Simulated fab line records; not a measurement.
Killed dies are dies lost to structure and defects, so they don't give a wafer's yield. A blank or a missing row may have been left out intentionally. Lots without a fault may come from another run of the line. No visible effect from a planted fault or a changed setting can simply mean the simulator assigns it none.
Chamber matching -- flow sky130 -- SKY_PASSIVATION_CVD_00 on pecvd-02: 3 sister chambers
The step deposits SiO2, target thk 90 nm. 3 wafers are shown with their chamber, then 7 later ones without.

WAFERS WITH THEIR CHAMBER
wafer,chamber,heater-power-w (W)
L703.5,2,676
L706.4,1,809
L706.5,0,617

WAFERS WITH NO CHAMBER GIVEN
wafer,heater-power-w (W)
L706.6,657
L707.2,586
L707.5,518
L707.6,681
L710.2,751
L710.3,613
L710.4,618

THE CHAMBER EACH PASSED THROUGH
wafer,from the rows above,in truth
L706.6,can't be placed: 2 or 0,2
L707.2,can't be placed: 0 or 2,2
L707.5,can't be placed: 0 or 2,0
L707.6,can't be placed: 2 or 0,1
L710.2,can't be placed: 1 or 2 or 0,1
L710.3,can't be placed: 0 or 2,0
L710.4,can't be placed: 0 or 2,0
Correctly placed: 0 of 7. Cannot be placed on the basis of these rows: 7; the candidates contain the true chamber in 6. 0 placed wrongly.
How it was worked out, from the rows above alone: a wafer's distance from a chamber is the root of the sum, over the readings, of the square of ((its reading less the chamber's mean) divided by the reading's scatter). The wafer belongs to the nearest chamber; if the next one is less than 2 further off, it can't be placed. For every chamber, the mean is computed from those of its wafers that are shown. The scatter: with one shown wafer a chamber, the root of the mean of the squares of how far each hidden wafer lies from its nearest shown one.
